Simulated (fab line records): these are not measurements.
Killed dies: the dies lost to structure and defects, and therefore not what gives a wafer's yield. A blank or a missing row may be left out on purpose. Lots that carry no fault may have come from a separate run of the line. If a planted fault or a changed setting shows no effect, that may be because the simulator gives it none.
fab line records -- flow gf180mcu
record lots=6, wafers=18, last-day=33
route steps=602 shown STI@1
lots that met no fault: taken from a fault-free run of the same line
start-h: the number of hours between the record's first day and the start of the first shown wafer of the lot -- wait-h: time in hours since the lot's previous step -- " identical to the entry in the row above -- L1.1+2: a single row standing in for several wafers -- - either no value or no given start -- * or withheld: withheld -- < > ~ a bound
route shown NAME@n: NAME is a module with steps in the file, n the number in the route of the first one -- usual: mean and standard deviation over wafers with no fault -- same: alike in all rows -- chamber/n: place in a boat -- sites: the reading at each site -- _std_site: the standard deviation of these -- _edge_site: the outer-site mean with the inner-site mean subtracted -- radius-mm: for every site, how far away it sits from the centre of the wafer -- mask NAME#n: copy n -- behind: the last tool/chamber to shape the wafer -- hold: reason for holding the lot/hours on hold/outcome of the hold -- device: whichever transistor did not switch (one of n, p or np) -- end of line: the route-end tests of the same wafers -- for a step that has no rows: nothing shown but its recipe -- killed: the dies lost at the first sort to structure and to defects; this is not the yield of the wafer -- map: shows each die of a wafer: x if killed, . if not, _ if none is there
set.NAME: the setting the step ran with; set.NAME@STEP: the setting that earlier step ran with -- model.NAME: the simulator's own value behind a step, which no gauge read
lots at some steps of the route; a table a step, a row a wafer
services: a tool's chamber out of use, with start hour (start-h, from the record's first day; less than 0 if before it), hours out, and reason
## steps
# step GF_STI_BOW_MEAS_00
# recipe mode=bow
# usual INCOMING_BOW=1/5.9
lot.wafer,tool,chamber,start-h,wait-h,INCOMING_BOW[um]
L784.1,film-metro-04,-,20.00,-,-8
L784.3,film-metro-04,-,20.00,-,-2
L784.5,film-metro-04,-,20.00,-,-1
L788.3,film-metro-02,-,40.04,-,-4
L788.4,film-metro-02,-,40.04,-,-4
L788.5,film-metro-02,-,40.04,-,11
L798.1,film-metro-02,-,90.00,-,-3
L798.5,film-metro-02,-,90.00,-,7
L798.6,film-metro-02,-,90.00,-,-5
L799.2,film-metro-02,-,95.07,-,-9
L799.3,film-metro-02,-,95.07,-,-5
L799.6,film-metro-02,-,95.07,-,-1
L800.2,film-metro-01,-,100.02,-,-4
L800.4,film-metro-01,-,100.02,-,-3
L800.6,film-metro-01,-,100.02,-,-5
L802.1,film-metro-01,-,110.00,-,2
L802.3,film-metro-01,-,110.00,-,3
L802.4,film-metro-01,-,110.00,-,-3
# step GF_STI_OXIDATION_01
# recipe temp-c=900, ambient=O2, stabilise-s=600, purge-s=300, target-thk-a=100, ox-time-s=1418
# step GF_STI_THK_MEAS_02
# recipe reads=SiO2_of_STI_OXIDATION_01
# usual STI_OXIDATION_THK=10.06/0.17
lot.wafer,tool,chamber,start-h,wait-h,STI_OXIDATION_THK[nm]
L784.1,film-metro-04,-,21.51,0.0,10.04
L784.3,film-metro-04,-,21.51,0.0,10.29
L784.5,film-metro-04,-,21.51,0.0,10.22
L788.3,film-metro-04,-,41.53,0.0,10.25
L788.4,film-metro-04,-,41.53,0.0,10.18
L788.5,film-metro-04,-,41.53,0.0,10.32
L798.1,film-metro-01,-,91.70,0.0,10.02
L798.5,film-metro-01,-,91.70,0.0,10.10
L798.6,film-metro-01,-,91.70,0.0,10.11
L799.2,film-metro-02,-,96.58,0.0,10.28
L799.3,film-metro-02,-,96.58,0.0,10.16
L799.6,film-metro-02,-,96.58,0.0,9.96
L800.2,film-metro-04,-,101.52,0.0,9.97
L800.4,film-metro-04,-,101.52,0.0,10.01
L800.6,film-metro-04,-,101.52,0.0,10.09
L802.1,film-metro-04,-,111.82,0.0,9.85
L802.3,film-metro-04,-,111.82,0.0,10.10
L802.4,film-metro-04,-,111.82,0.0,9.98
# step GF_STI_CVD_03
# recipe material=Si3N4, precursor=DCS/NH3, target-thk-nm=207.16, temp-c=770, time-s=3551, pressure-mtorr=256.1
# step GF_STI_THK_MEAS_04
# recipe reads=Si3N4_of_STI_CVD_03
# usual STI_CVD_03_THK=208.3/1.7
lot.wafer,tool,chamber,start-h,wait-h,STI_CVD_03_THK[nm]
L784.1,film-metro-02,-,23.56,0.0,208.8
L784.3,film-metro-02,-,23.56,0.0,207.4
L784.5,film-metro-02,-,23.56,0.0,208.6
L788.3,film-metro-02,-,43.58,0.0,209.1
L788.4,film-metro-02,-,43.58,0.0,208.3
L788.5,film-metro-02,-,43.58,0.0,206.6
L798.1,film-metro-01,-,93.75,0.0,206.0
L798.5,film-metro-01,-,93.75,0.0,206.8
L798.6,film-metro-01,-,93.75,0.0,206.7
L799.2,film-metro-01,-,98.62,0.0,206.2
L799.3,film-metro-01,-,98.62,0.0,205.5
L799.6,film-metro-01,-,98.62,0.0,205.5
L800.2,film-metro-04,-,103.57,0.0,208.3
L800.4,film-metro-04,-,103.57,0.0,207.2
L800.6,film-metro-04,-,103.57,0.0,206.8
L802.1,film-metro-02,-,113.87,0.0,210.0
L802.3,film-metro-02,-,113.87,0.0,210.9
L802.4,film-metro-02,-,113.87,0.0,208.9
# step GF_STI_DEHYDRATE_05
# recipe temp-c=200, time-s=60
# step GF_STI_HMDS_06
# recipe prime-time-s=60, prime-temp-c=120
# step GF_STI_COAT_07
# recipe resist=KrF, spin-rpm=withheld, resist-thk-nm=700
# step GF_STI_SOFTBAKE_08
# recipe temp-c=130, time-s=60, resist=KrF
# step GF_STI_EXPOSE_09
# recipe mask-id=COMP, target-cd-nm=220, na=0.68, source-shape=conventional, sigma-outer=0.6, dose-mj=28
# step GF_STI_PEB_10
# recipe peb-temp-c=135, peb-time-s=90, resist=KrF
# step GF_STI_DEVELOP_11
# recipe develop-time-s=60, dev-temp-c=21
# usual chill-plate-temp-C=23.00/0.11, develop-time-s=60/0
lot.wafer,tool,chamber,start-h,wait-h,chill-plate-temp-C,develop-time-s,model.KrF_of_STI_COAT_07.thk-nm
L784.1,litho-track-03,0,35.01,0.2,22.81,60,686.6
L784.3,litho-track-03,0,35.01,0.2,22.93,60,685.6
L784.5,litho-track-03,0,35.01,0.2,23.05,60,687.9
L788.3,litho-track-02,0,56.16,0.1,22.78,60,686.9
L788.4,litho-track-02,0,56.16,0.1,23.05,60,688.8
L788.5,litho-track-02,0,56.16,0.1,22.98,60,689.5
L798.1,litho-track-02,0,107.61,0.2,22.97,60,682.4
L798.5,litho-track-02,0,107.61,0.2,22.84,60,684.5
L798.6,litho-track-02,0,107.61,0.2,22.83,60,683.8
L799.2,litho-track-02,-,112.64,0.2,-,-,701
L799.3,litho-track-02,-,112.64,0.2,-,-,700.8
L799.6,litho-track-02,-,112.64,0.2,-,-,702.6
L800.2,litho-track-01,-,116.98,0.2,-,-,699.9
L800.4,litho-track-01,-,116.98,0.2,-,-,698.3
L800.6,litho-track-01,-,116.98,0.2,-,-,700.6
L802.1,litho-track-03,0,128.26,0.2,23.06,60,689.3
L802.3,litho-track-03,0,128.26,0.2,23.10,60,687
L802.4,litho-track-03,0,128.26,0.2,22.86,60,685.9
# step GF_STI_CD_MEAS_12
# recipe target-cd-nm=220
# usual cd-nm=220.0/1.2
lot.wafer,tool,chamber,start-h,wait-h,cd-nm
L784.1,cd-sem-01,-,35.16,0.1,219.3
L784.3,cd-sem-01,-,35.16,0.1,219.0
L784.5,cd-sem-01,-,35.16,0.1,218.6
L788.3,cd-sem-02,-,56.30,0.1,218.8
L788.4,cd-sem-02,-,56.30,0.1,219.4
L788.5,cd-sem-02,-,56.30,0.1,220.0
L798.1,cd-sem-02,-,107.76,0.1,220.8
L798.5,cd-sem-02,-,107.76,0.1,220.3
L798.6,cd-sem-02,-,107.76,0.1,220.5
L799.2,cd-sem-01,-,112.78,0.1,-
L799.3,cd-sem-01,-,112.78,0.1,-
L799.6,cd-sem-01,-,112.78,0.1,-
L800.2,cd-sem-02,-,117.13,0.1,-
L800.4,cd-sem-02,-,117.13,0.1,-
L800.6,cd-sem-02,-,117.13,0.1,-
L802.1,cd-sem-01,-,128.41,0.1,220.6
L802.3,cd-sem-01,-,128.41,0.1,220.7
L802.4,cd-sem-01,-,128.41,0.1,220.2
## services
tool,chamber,start-h,hours,kind
litho-track-01,-,27.31,-,consumable-replace:filter
## key
first-sign step=GF_STI_DEVELOP_11, reading=tool-record, direction=missing
effect none on later readings
model-effect step=GF_STI_DEVELOP_11, value=KrF_of_STI_COAT_07.thk-nm, without=685.6, struck=700.5
met-at GF_STI_DEVELOP_11
struck-wafers L799.2,L799.3,L799.6,L800.2,L800.4,L800.6
later-rows-left-out L799.2,L799.3,L799.6,L800.2,L800.4,L800.6
sort-left-out L799.2,L799.3,L799.6,L800.2,L800.4,L800.6
tester-left-out L799,L800
onset-between 107.61 112.64
fault kind=skipped-step-whole, tool=litho-track-01,litho-track-02, chamber=-, onset-h=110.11, steps=GF_STI_DEVELOP_11, scope=struck-lots-only
# tester-left-out: of these lots the tester's yield and bins aren't shown, on N5 and GAA mostly nor the transistor test; their killed dies are dies lost to structure and defects alone, not to doping, threshold or leakage, so they don't give the yield
# sort-left-out: the simulated sort isn't trusted on such a fault, so these wafers' sort isn't shown, and their yield isn't known
# later-rows-left-out: the simulator's readings of these wafers behind a module that went badly wrong aren't trusted and aren't shown, but for the sort
